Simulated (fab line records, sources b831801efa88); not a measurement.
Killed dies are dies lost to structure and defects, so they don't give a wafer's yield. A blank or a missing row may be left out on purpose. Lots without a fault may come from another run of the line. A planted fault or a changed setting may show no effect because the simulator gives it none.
Chamber matching | flow sky130 | SKY_CONTACT_CVD_00 on pecvd-01: 3 sister chambers
The step deposits Si3N4, target thk 75 nm. 16 wafers are shown with their chamber, then 8 later ones without.

WAFERS WITH THEIR CHAMBER
wafer  | chamber | heater_power_w (W)
L079.1 | 2       | 684
L079.3 | 0       | 767
L079.6 | 1       | 665
L083.1 | 0       | 731
L083.2 | 2       | 710
L083.4 | 0       | 726
L085.1 | 0       | 744
L085.4 | 2       | 652
L085.5 | 0       | 731
L086.2 | 2       | 724
L086.3 | 1       | 708
L086.4 | 2       | 736
L089.1 | 1       | 665
L089.3 | 1       | 668
L089.6 | 2       | 721
L092.1 | 1       | 606

SIGNATURES (means of the wafers above)
reading        | chamber 0 | chamber 1 | chamber 2 | scatter within a chamber
heater_power_w | 739.80    | 662.40    | 704.50    | 29.4
Rule: a wafer's distance from a chamber is the root of the sum, over the readings, of the square of ((its reading less the chamber's mean) divided by the reading's scatter). The wafer belongs to the nearest chamber; if the next one is less than 2 further off, it can't be placed. The scatter: the root of (the sum of the squares of (reading less its chamber's mean) over the shown wafers, divided by (wafers less chambers)).

WAFERS WITHOUT THEIR CHAMBER
wafer  | heater_power_w (W)
L092.3 | 609
L092.6 | 717
L095.1 | 783
L095.2 | 711
L095.3 | 734
L095.4 | 584
L095.5 | 756
L095.6 | 720

WHICH CHAMBER EACH WENT THROUGH
wafer  | from the rows above          | in truth
L092.3 | can't be placed: 1 or 2      | 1
L092.6 | can't be placed: 2 or 0 or 1 | 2
L095.1 | can't be placed: 0 or 2      | 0
L095.2 | can't be placed: 2 or 0 or 1 | 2
L095.3 | can't be placed: 0 or 2      | 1
L095.4 | can't be placed: 1 or 2      | 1
L095.5 | can't be placed: 0 or 2      | 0
L095.6 | can't be placed: 2 or 0 or 1 | 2
Placed correctly: 0 of 8. Can't be placed from these rows: 8 (the true chamber is among the candidates in 7). Placed wrongly: 0.
